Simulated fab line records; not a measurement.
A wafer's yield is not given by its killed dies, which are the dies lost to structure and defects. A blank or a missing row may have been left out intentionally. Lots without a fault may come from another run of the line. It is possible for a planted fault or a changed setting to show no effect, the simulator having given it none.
Matching of chambers    flow sky130    4 sister chambers for SKY_FIELD_ISO_ETCH_14 on rie-diel-01
The step etches BARC in N2/H2, stops on SiO2, time 45.9 s, target depth 60 nm. 4 wafers are shown with their chamber, then 8 later ones without.

## EACH WAFER AND ITS CHAMBER
wafer   chamber  bias-w (W)
L276.4  2        99.81
L279.2  0        99.80
L279.3  1        99.99
L282.2  3        99.83

## WAFERS MISSING THEIR CHAMBER
wafer   bias-w (W)
L282.3  100.00
L282.4  100.26
L284.4  99.92
L284.5  99.76
L284.6  100.10
L298.2  99.96
L298.4  100.07
L298.5  99.29

## THE CHAMBER EACH PASSED THROUGH
wafer   from the rows above                in truth
L282.3  can't be placed: 1 or 3 or 2 or 0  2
L282.4  can't be placed: 1 or 3 or 2 or 0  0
L284.4  can't be placed: 1 or 3 or 2 or 0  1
L284.5  can't be placed: 0 or 2 or 3 or 1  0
L284.6  can't be placed: 1 or 3 or 2 or 0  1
L298.2  can't be placed: 1 or 3 or 2 or 0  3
L298.4  can't be placed: 1 or 3 or 2 or 0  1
L298.5  can't be placed: 0 or 2 or 3 or 1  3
Correct placement for 0 of the 8. Can't be placed from these rows: 8 (the true chamber is among the candidates in 8). Placed wrongly: 0.
How it was worked out, from the rows above alone: a wafer's distance from a chamber is the root of the sum, over the readings, of the square of ((its reading less the chamber's mean) divided by the reading's scatter). The wafer belongs to the nearest chamber; if the next one is less than 2 further off, it can't be placed. The mean given for a chamber averages the wafers shown for that chamber. The scatter: root of mean squared gap, hidden wafer to nearest shown wafer, with one shown wafer a chamber.
